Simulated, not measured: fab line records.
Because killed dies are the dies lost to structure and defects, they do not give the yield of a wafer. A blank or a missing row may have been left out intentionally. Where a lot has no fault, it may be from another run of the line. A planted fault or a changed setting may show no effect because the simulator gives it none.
fab line records	flow sky130
record: lots: 6	wafers: 18	last_day: 50
route steps=708 shown LDD_HVN@274 LDD_HVP@278 PAD_OPEN@708
lots that met no fault: from a run of the same line without faults
start_h: start of the lot's first displayed wafer, in hours after the record's first day	wait_h: hours from the lot's prior step to this one	" the same as in the row above	L1.1+2: a single row standing in for several wafers	- no value, or no start was given	* or withheld: withheld	< > ~ a bound
route shown NAME@n: NAME is a module with steps in the file, n the number in the route of the first one	usual: mean/standard deviation of fault-free wafers	same: alike in all rows	chamber/n: place in a boat	sites: each site's reading	_std_site: standard deviation across them	_edge_site: inner sites' mean taken away from outer sites' mean	radius_mm: how far each site lies from the wafer's centre	mask NAME#n: copy n	behind: the last tool/chamber to shape the wafer	hold: cause of the lot's hold/its duration in hours/its outcome	device: the n, p or np transistor that did not switch	end of line: the route-end tests of the same wafers	where a step has no rows: the recipe by itself	killed: at the first sort, the dies lost to defects and structure; wafer yield is something else	map: a wafer's dies, marking killed ones x, the rest . and places with no die _
set.NAME: setting as actually run; set.NAME@STEP: the setting as run at that earlier step	model.NAME: the simulator's own value behind a step, which no gauge read
certain route steps with their lots: each step a table, each wafer a row
services: a tool's chamber out of use, with start hour (start_h, from the record's first day; less than 0 if before it), hours out, and reason
== steps ==
step: SKY_LDD_HVN_OVL_MEAS_07
usual: LDD_HVN_OVL: 1.0/1.2
lot.wafer	tool	chamber	start_h	wait_h	LDD_HVN_OVL[nm]
L564.2	overlay-01	-	467.11	0.1	0.2
L564.5	"	-	"	"	1.1
L564.6	"	-	"	"	2.1
L569.1	overlay-01	-	512.41	0.1	-0.5
L569.3	"	-	"	"	1.0
L569.5	"	-	"	"	0.6
L572.1	overlay-02	-	538.66	0.1	-0.4
L572.2	"	-	"	"	0.1
L572.4	"	-	"	"	0.3
L575.1	overlay-02	-	560.44	0.1	1.2
L575.4	"	-	"	"	1.9
L575.5	"	-	"	"	2.6
L584.1	overlay-02	-	632.36	0.1	0.6
L584.2	"	-	"	"	0.6
L584.4	"	-	"	"	0.9
L585.1	overlay-02	-	643.26	0.1	2.0
L585.3	"	-	"	"	3.0
L585.6	"	-	"	"	-0.1
step: SKY_LDD_HVN_IMPLANT_08
recipe: species: P	energy_kev: 60	dose_cm2: 3e+13	tilt_deg: 40
step: SKY_LDD_HVN_STRIP_09
recipe: chemistry: O2/N2	power_w: 1400	pressure_mtorr: 1500	platen_temp_c: withheld	o2_flow_sccm: 3000	n2_flow_sccm: 300	overash_fraction: 0.5
usual: chamber_pressure_mTorr: 1500.1/1.2	drypump_motor_current_A: 5.9/0.47	o2_flow_sccm: 3001/8.9	oes_product_au: 0.409/0.0043	strip_time_to_endpoint_s: 4.142/0.016
lot.wafer	tool	chamber	start_h	wait_h	chamber_pressure_mTorr	drypump_motor_current_A	o2_flow_sccm	oes_product_au	rf_hours_counter_h	strip_time_to_endpoint_s
L564.2	plasma_asher-04	0	467.29	0.1	1501.1	6.1	3005	0.404	71	4.134
L564.5	"	0	"	"	1500.4	6.1	2996	0.411	-	4.148
L564.6	"	1	"	"	1498.9	5.4	3002	0.412	-	4.138
L569.1	plasma_asher-04	1	512.75	0.2	1498.2	5.4	3007	0.405	76	4.168
L569.3	"	1	"	"	1500.4	5.5	3012	0.414	-	4.138
L569.5	"	0	"	"	1501.1	6.1	2988	0.413	-	4.134
L572.1	plasma_asher-02	1	538.85	0.1	1501.2	5.7	2988	0.402	10	4.131
L572.2	"	0	"	"	1499.4	6.9	3018	0.407	10	4.159
L572.4	"	0	"	"	1501.9	6.8	2994	0.414	-	4.143
L575.1	plasma_asher-02	0	560.63	0.1	1502.3	6.8	2994	0.408	12	4.144
L575.4	"	0	"	"	1500.6	6.8	3005	0.411	-	4.167
L575.5	"	0	"	"	1501.6	6.8	2990	0.416	-	4.143
L584.1	plasma_asher-04	0	632.55	0.1	1500.7	6.1	2986	0.416	89	4.153
L584.2	"	1	"	"	1500.6	5.4	3005	0.401	89	4.165
L584.4	"	0	"	"	1499.9	6.1	3004	0.410	-	4.155
L585.1	plasma_asher-02	1	643.44	0.1	1499.7	5.7	3009	0.418	21	4.142
L585.3	"	1	"	"	1498.6	5.7	3013	0.402	-	4.143
L585.6	"	0	"	"	1502.1	6.8	3005	0.415	-	4.155
step: SKY_LDD_HVN_TW_MEAS_10
usual: LDD_HVN_TW: 1436/9.5
lot.wafer	tool	chamber	start_h	wait_h	LDD_HVN_TW
L564.2	film_metro-02	-	467.40	0.1	1423
L564.5	"	-	"	"	1424
L564.6	"	-	"	"	1417
L569.1	film_metro-02	-	512.85	0.1	1429
L569.3	"	-	"	"	1433
L569.5	"	-	"	"	1427
L572.1	film_metro-01	-	538.95	0.1	1444
L572.2	"	-	"	"	1450
L572.4	"	-	"	"	1445
L575.1	film_metro-02	-	560.73	0.1	1432
L575.4	"	-	"	"	1430
L575.5	"	-	"	"	1434
L584.1	film_metro-02	-	632.65	0.1	1431
L584.2	"	-	"	"	1437
L584.4	"	-	"	"	1435
L585.1	film_metro-01	-	643.54	0.1	1446
L585.3	"	-	"	"	1448
L585.6	"	-	"	"	1451
step: SKY_LDD_HVP_DEHYDRATE_00
recipe: temp_c: 200	time_s: 60
step: SKY_LDD_HVP_HMDS_01
recipe: prime_time_s: 60	prime_temp_c: 120
step: SKY_LDD_HVP_COAT_02
recipe: resist: NOVOLAK	spin_rpm: 3000	resist_thk_nm: 300
step: SKY_LDD_HVP_SOFTBAKE_03
recipe: temp_c: 90	time_s: 60	resist: NOVOLAK
step: SKY_LDD_HVP_EXPOSE_04
recipe: mask_id: HVPTM	na: 0.6	source_shape: conventional	sigma_outer: 0.6	polarization: unpolarized	target_cd_nm: 700	dose_mj: 86
step: SKY_LDD_HVP_PEB_05
recipe: temp_c: withheld	time_s: *	resist: NOVOLAK
step: SKY_LDD_HVP_DEVELOP_06
recipe: resist: NOVOLAK	developer: TMAH	develop_time_s: 60	dev_temp_c: 23
step: SKY_LDD_HVP_OVL_MEAS_07
usual: LDD_HVP_OVL: 0.2/1.3
lot.wafer	tool	chamber	start_h	wait_h	LDD_HVP_OVL[nm]
L564.2	overlay-02	-	498.21	0.1	0.0
L564.5	"	-	"	"	0.4
L564.6	"	-	"	"	0.2
L569.1	overlay-02	-	543.31	0.1	1.4
L569.3	"	-	"	"	0.7
L569.5	"	-	"	"	-1.9
L572.1	overlay-01	-	569.11	0.1	1.4
L572.2	"	-	"	"	0.1
L572.4	"	-	"	"	1.1
L575.1	overlay-01	-	590.31	0.1	0.6
L575.4	"	-	"	"	0.3
L575.5	"	-	"	"	-0.8
L584.1	overlay-01	-	660.56	0.1	-0.9
L584.2	"	-	"	"	-0.2
L584.4	"	-	"	"	-1.2
L585.1	overlay-01	-	670.84	0.1	-0.5
L585.3	"	-	"	"	-0.8
L585.6	"	-	"	"	0.4
step: SKY_LDD_HVP_IMPLANT_08
recipe: species: B	energy_kev: 20	dose_cm2: 1.7e+13	tilt_deg: 17.9
usual: dose_ions_cm2: 1.6994e+13/1.8e+10
lot.wafer	tool	chamber	start_h	wait_h	dose_ions_cm2
L564.2	implanter-02	0	498.27	0.0	1.7004e+13
L564.5	"	0	"	"	1.6995e+13
L564.6	"	0	"	"	1.7025e+13
L569.1	implanter-01	0	543.34	0.0	1.702e+13
L569.3	"	0	"	"	1.7016e+13
L569.5	"	0	"	"	1.7006e+13
L572.1	implanter-04	0	569.15	0.0	1.6982e+13
L572.2	"	0	"	"	1.7002e+13
L572.4	"	0	"	"	1.6995e+13
L575.1	implanter-02	0	590.34	0.0	1.6965e+13
L575.4	"	0	"	"	1.7e+13
L575.5	"	0	"	"	1.6967e+13
L584.1	implanter-02	0	660.60	0.0	1.759e+13
L584.2	"	0	"	"	1.7549e+13
L584.4	"	0	"	"	1.7563e+13
L585.1	implanter-02	0	670.88	0.0	1.7562e+13
L585.3	"	0	"	"	1.7576e+13
L585.6	"	0	"	"	1.7593e+13
step: SKY_LDD_HVP_STRIP_09
recipe: chemistry: O2/N2	power_w: 1400	pressure_mtorr: 1500	platen_temp_c: withheld	o2_flow_sccm: 3000	n2_flow_sccm: 300	overash_fraction: 0.5
usual: chamber_pressure_mTorr: 1500.1/1.5	drypump_motor_current_A: 5.9/0.49	o2_flow_sccm: 3001/11	oes_product_au: 0.409/0.0044	strip_time_to_endpoint_s: 4.141/0.015
lot.wafer	tool	chamber	start_h	wait_h	chamber_pressure_mTorr	drypump_motor_current_A	o2_flow_sccm	oes_product_au	rf_hours_counter_h	strip_time_to_endpoint_s
L564.2	plasma_asher-03	1	498.39	0.1	1500.4	5.7	2999	0.409	70	4.160
L564.5	"	0	"	"	1501.5	5.7	3012	0.413	-	4.162
L564.6	"	1	"	"	1497.6	5.7	3004	0.410	-	4.152
L569.1	plasma_asher-03	1	543.49	0.1	1501.3	5.7	3011	0.404	74	4.143
L569.3	"	0	"	"	1499.2	5.7	3001	0.409	-	4.155
L569.5	"	1	"	"	1500.9	5.7	3016	0.402	-	4.149
L572.1	plasma_asher-02	0	569.30	0.1	1502.8	6.8	3007	0.402	13	4.141
L572.2	"	1	"	"	1500.6	5.7	2993	0.408	13	4.120
L572.4	"	1	"	"	1500.2	5.7	2993	0.404	-	4.165
L575.1	plasma_asher-01	0	590.49	0.1	1498.4	5.9	2996	0.402	46	4.143
L575.4	"	0	"	"	1500.0	5.9	3013	0.418	-	4.153
L575.5	"	0	"	"	1498.2	5.9	3004	0.406	-	4.147
L584.1	plasma_asher-03	0	660.75	0.1	1499.8	5.7	2992	0.410	82	4.137
L584.2	"	1	"	"	1499.8	5.7	2986	0.412	82	4.154
L584.4	"	0	"	"	1498.8	5.7	3002	0.410	-	4.174
L585.1	plasma_asher-03	0	671.03	0.1	1502.2	5.7	2981	0.406	83	4.148
L585.3	"	1	"	"	1498.2	5.7	3007	0.419	-	4.162
L585.6	"	0	"	"	1501.0	5.7	3004	0.413	-	4.129
step: SKY_PAD_OPEN_PROBE_99
usual: killed_at_M0_to_M3: 44/6.5	killed_at_M4_up: 2.9/1.7	killed_at_contacts: 24/5.7	killed_at_front_end: 16/4.4	killed_at_other: 0.2/0.48	killed_dies: 87/9.6	killed_open: 48/6.7	killed_short: 38/6.2
same: gross_dies: 492	killed_at_back_side: 0
lot.wafer	tool	chamber	start_h	wait_h	killed_at_M0_to_M3	killed_at_M4_up	killed_at_contacts	killed_at_front_end	killed_at_other	killed_dies	killed_open	killed_short	model.etest.tip_p_5v.rs_ohm_sq
L564.2	prober-02	-	1084.61	0.1	47	2	18	10	0	77	47	30	2851
L564.5	prober-02	-	1084.76	0.2	50	6	14	21	0	91	42	46	2841
L564.6	prober-02	-	1084.81	0.2	41	0	27	19	0	87	47	40	2840
L569.1	prober-02	-	1111.38	0.1	46	1	18	22	0	87	46	40	2824
L569.3	prober-02	-	1111.48	0.2	48	3	28	18	0	97	52	44	2861
L569.5	prober-02	-	1111.58	0.2	37	2	19	25	0	83	44	39	2831
L572.1	prober-01	-	1126.73	0.1	42	5	33	10	0	90	48	40	2867
L572.2	prober-01	-	1126.78	0.1	54	3	34	7	0	98	52	46	2874
L572.4	prober-01	-	1126.88	0.2	54	2	31	14	0	101	56	45	2886
L575.1	prober-01	-	1142.35	0.1	43	3	24	8	1	79	45	34	2913
L575.4	prober-01	-	1142.50	0.2	36	3	24	12	0	75	49	26	2922
L575.5	prober-01	-	1142.55	0.2	34	5	30	11	0	80	48	32	2914
L584.1	prober-01	-	1185.48	0.1	46	1	21	14	0	82	47	35	2826
L584.2	prober-01	-	1185.53	0.1	43	3	23	17	1	87	46	41	2800
L584.4	prober-01	-	1185.63	0.2	45	6	27	10	1	89	48	41	2821
L585.1	prober-02	-	1198.14	0.1	47	0	21	16	0	84	49	35	2766
L585.3	prober-02	-	1198.24	0.2	44	5	24	15	0	88	45	41	2806
L585.6	prober-02	-	1198.39	0.2	44	3	22	16	0	85	47	38	2776
killed by level:class
L564.2 VIA1:geometric_particle:open=11 VIA3:geometric_particle:open=9 CONTACT:geometric_particle:open=7 LI_CONTACT:geometric_particle:open=6 VIA2:geometric_particle:open=6 METAL1:geometric_particle:short=5 VIA2:geometric_particle:short=5 METAL2:geometric_particle:short=4
L564.5 VIA1:geometric_particle:open=12 VIA3:geometric_particle:short=6 METAL2:geometric_particle:short=6 FIELD_ISO:geometric_particle:open=5 POLY_GATE:geometric_particle:short=5 CONTACT:geometric_particle:open=5 VIA1:geometric_particle:short=5 VIA3:geometric_particle:open=5
L564.6 CONTACT:geometric_particle:open=12 METAL1:geometric_particle:short=8 VIA1:geometric_particle:open=7 VIA3:geometric_particle:open=7 POLY_GATE:geometric_particle:short=6 LI_CONTACT:geometric_particle:open=6 FIELD_ISO:geometric_particle:short=5 POLY_GATE:geometric_particle:open=5
L569.1 VIA1:geometric_particle:open=12 LI_CONTACT:geometric_particle:open=7 METAL2:geometric_particle:short=7 VIA2:geometric_particle:open=7 CONTACT:geometric_particle:open=6 FIELD_ISO:geometric_particle:short=5 FIELD_ISO:geometric_particle:open=5 METAL1:geometric_particle:short=5
L569.3 VIA1:geometric_particle:open=10 LI_CONTACT:geometric_particle:open=9 VIA2:geometric_particle:open=8 METAL2:geometric_particle:short=8 VIA1:geometric_particle:short=8 CONTACT:geometric_particle:open=7 POLY_GATE:geometric_particle:open=5 FIELD_ISO:geometric_particle:open=4
L569.5 VIA1:geometric_particle:open=11 FIELD_ISO:geometric_particle:open=6 POLY_GATE:geometric_particle:open=6 CONTACT:geometric_particle:short=5 FIELD_ISO:geometric_particle:short=4 POLY_GATE:geometric_particle:short=4 LI_CONTACT:geometric_particle:short=4 LI_CONTACT:geometric_particle:open=4
L572.1 CONTACT:geometric_particle:open=12 LI_CONTACT:geometric_particle:open=10 VIA3:geometric_particle:open=10 VIA1:geometric_particle:open=7 CONTACT:geometric_particle:short=5 METAL1:geometric_particle:short=5 VIA1:geometric_particle:short=4 VIA3:geometric_particle:short=4
L572.2 LI_CONTACT:geometric_particle:open=13 VIA1:geometric_particle:open=11 CONTACT:geometric_particle:open=9 VIA1:geometric_particle:short=9 VIA2:geometric_particle:open=8 METAL2:geometric_particle:short=7 LI_CONTACT:geometric_particle:short=6 VIA2:geometric_particle:short=5
L572.4 CONTACT:geometric_particle:open=15 VIA1:geometric_particle:open=13 METAL1:geometric_particle:short=11 METAL2:geometric_particle:short=9 CONTACT:geometric_particle:short=8 VIA3:geometric_particle:open=6 LI_CONTACT:geometric_particle:open=5 FIELD_ISO:geometric_particle:short=4
L575.1 VIA1:geometric_particle:open=13 CONTACT:geometric_particle:open=12 VIA2:geometric_particle:open=10 METAL1:geometric_particle:short=5 VIA3:geometric_particle:open=5 LOCAL_INTERCONNECT:geometric_particle:short=4 CONTACT:geometric_particle:short=4 VIA1:geometric_particle:short=4
L575.4 CONTACT:geometric_particle:open=10 VIA1:geometric_particle:open=9 VIA2:geometric_particle:open=8 LI_CONTACT:geometric_particle:open=7 VIA3:geometric_particle:open=7 CONTACT:geometric_particle:short=5 FIELD_ISO:geometric_particle:short=4 POLY_GATE:geometric_particle:open=4
L575.5 CONTACT:geometric_particle:open=12 VIA3:geometric_particle:open=11 LI_CONTACT:geometric_particle:open=10 LOCAL_INTERCONNECT:geometric_particle:short=6 POLY_GATE:geometric_particle:short=5 VIA2:geometric_particle:open=5 VIA1:geometric_particle:short=4 VIA1:geometric_particle:open=3
L584.1 VIA2:geometric_particle:open=9 VIA3:geometric_particle:open=8 CONTACT:geometric_particle:open=7 LI_CONTACT:geometric_particle:open=6 VIA1:geometric_particle:open=5 METAL2:geometric_particle:short=5 POLY_GATE:geometric_particle:open=4 VIA1:geometric_particle:short=4
L584.2 VIA1:geometric_particle:open=14 LI_CONTACT:geometric_particle:open=9 POLY_GATE:geometric_particle:short=6 CONTACT:geometric_particle:short=6 VIA2:geometric_particle:open=6 VIA1:geometric_particle:short=5 METAL1:geometric_particle:short=5 VIA2:geometric_particle:short=5
L584.4 CONTACT:geometric_particle:open=12 VIA3:geometric_particle:open=8 VIA1:geometric_particle:open=7 LI_CONTACT:geometric_particle:open=6 VIA2:geometric_particle:short=5 VIA2:geometric_particle:open=5 METAL4:geometric_particle:short=5 POLY_GATE:geometric_particle:open=4
L585.1 VIA1:geometric_particle:open=12 CONTACT:geometric_particle:open=9 LI_CONTACT:geometric_particle:open=6 METAL1:geometric_particle:short=6 VIA3:geometric_particle:open=6 FIELD_ISO:geometric_particle:short=5 VIA2:geometric_particle:open=5 METAL2:geometric_particle:short=5
L585.3 VIA1:geometric_particle:open=9 CONTACT:geometric_particle:open=8 METAL2:geometric_particle:short=8 LI_CONTACT:geometric_particle:open=6 VIA1:geometric_particle:short=6 POLY_GATE:geometric_particle:short=5 VIA3:geometric_particle:open=5 CONTACT:geometric_particle:short=5
L585.6 VIA1:geometric_particle:open=10 VIA3:geometric_particle:open=10 CONTACT:geometric_particle:open=9 POLY_GATE:geometric_particle:short=6 METAL1:geometric_particle:short=6 LOCAL_INTERCONNECT:geometric_particle:short=5 METAL3:geometric_particle:short=5 VIA2:geometric_particle:open=5
== services ==
tool	chamber	start_h	hours	kind
plasma_asher-02	-	444.50	2.8	pm
plasma_asher-02	-	447.96	14.6	pm
implanter-01	-	468.08	1.7	repair
implanter-04	-	469.52	2.5	repair
implanter-01	-	480.02	2.5	repair
implanter-01	-	496.41	5.7	repair
implanter-04	-	497.16	1.4	repair
implanter-04	-	505.65	5.3	repair
implanter-04	-	519.97	2.2	repair
implanter-02	-	520.69	7.1	pm
plasma_asher-01	-	521.06	1.4	repair
plasma_asher-03	-	532.04	1.2	repair
implanter-01	-	539.62	1.3	repair
plasma_asher-03	-	546.80	15.6	pm
implanter-04	-	548.88	2.8	repair
implanter-02	-	551.13	1.7	repair
implanter-04	-	580.65	23.3	pm
implanter-01	-	589.11	3.4	pm
implanter-02	-	591.40	1.3	repair
implanter-02	-	601.75	15.9	pm
plasma_asher-04	-	613.78	2.4	repair
implanter-04	-	620.14	3.5	repair
plasma_asher-03	-	620.85	22.9	repair
implanter-02	-	647.26	3.8	pm
== key ==
first_sign: step: SKY_LDD_HVP_IMPLANT_08	reading: dose_ions_cm2	direction: up	sigmas: 33	usual: *	struck: *
effect none on later readings
model_effect: step: SKY_PAD_OPEN_PROBE_99	value: etest.tip_p_5v.rs_ohm_sq	without: 2867	struck: 2799
met_at SKY_LDD_HVP_IMPLANT_08
struck_wafers L584.1,L584.2,L584.4,L585.1,L585.3,L585.6
tester_left_out L584,L585
onset_between 590.34 660.60
fault: kind: process_parameter_drift	tool: implanter-02	chamber: -	onset_h: 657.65	steps: SKY_LDD_HVP_IMPLANT_08	channel: dose_cm2	offset: *	shape: step	end_h: 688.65	acts_in: *	stated: *
tester_left_out: of these lots the tester's yield and bins aren't shown, on N5 and GAA mostly nor the transistor test; their killed dies are dies lost to structure and defects alone, not to doping, threshold or leakage, so they don't give the yield
